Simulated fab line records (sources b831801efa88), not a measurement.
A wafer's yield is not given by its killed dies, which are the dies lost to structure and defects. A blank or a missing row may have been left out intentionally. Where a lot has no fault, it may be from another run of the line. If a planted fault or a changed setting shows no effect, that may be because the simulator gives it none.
Problem report, 8D (eight disciplines) form, completed by code ; flow gf180mcu ; the parts of the form that need people (team, actions taken, sign-off) are left out

== 1. THE ISSUE ==
Mean of run-length-s at GF_M1_SOFTBAKE_10: 92.36 s across 6 wafers in 2 lots; on wafers with no fault it is 89.21 s (standard deviation 0.17). Relative to the usual mean, that is a shift of +19 standard deviations.
The step: time 60 s.
The first sign was on wafer L371.1 at day 22 18:40, on litho-track-04. The record holds 42 wafers of 14 lots with a number at this step. The rule behind "out" and "out of limits": a value lying over 4 standard deviations away from the usual mean. Any other wafer with a number is counted as sound.

== 2. WHAT IT IS, AND WHAT IT ISN'T ==
question;is;is not
which readings at this step;run-length-s;-
which lots;L371, L374;L354, L355, L356, L358, L360, L361, L362, L363, L364, L372, L375, L376
which wafers of those lots;all that have a number;-
read on which tools;litho-track-04;litho-track-01, litho-track-03
when;from day 22 18:40;"up to then (27 sound wafers); but 9 sound wafers of L372, L375, L376 came after"

== 3. SUSPECTS, AND WHAT RULES EACH OUT ==
Counting: any tool at a process step up to the reading is kept as a suspect provided that every lot that is out went through it and no sound lot did after the first of them.
- litho-track-04 at GF_M1_SOFTBAKE_10 (time 60 s): kept. It ran every lot that is out, first L371 (day 22 18:40), and no sound lot after that; its last sound lot up to then is L364 (day 20 00:13). Its own readings are out on those wafers: run-length-s.
Left after counting: litho-track-04 at GF_M1_SOFTBAKE_10.

== 4. THE CAUSE (what the simulator had put in) ==
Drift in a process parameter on litho-track-04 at GF_M1_SOFTBAKE_10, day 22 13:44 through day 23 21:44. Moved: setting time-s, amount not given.
After counting, this tool was the only one left.

== 5. THE EFFECT CHAIN, in route order ==
One row per reading whose mean, taken over the struck wafers that have a number, lies over 3 standard deviations from the usual. Only readings for which the record gives a usual standard deviation are gone through. hours: the time from each lot's start at the first step in this table that gives one to its start at this step, as a median over the lots. sigmas: the change in usual standard deviations.
hours;step;reading;usual;on struck wafers;change;sigmas
0;GF_M1_SOFTBAKE_10;run-length-s;89.21 s;92.36;+3.15;+19
Process steps it contains:
- GF_M1_SOFTBAKE_10: time 60 s.
Later steps that measure or inspect, where all struck wafers having a row at the step show a number for every such reading and not one has moved that far: GF_M1_CD_MEAS_14.

== 6. WHAT WOULD HAVE CAUGHT IT SOONER ==
The fault began at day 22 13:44; the first out-of-limits reading in this record came at day 22 18:40, 5 hours later.
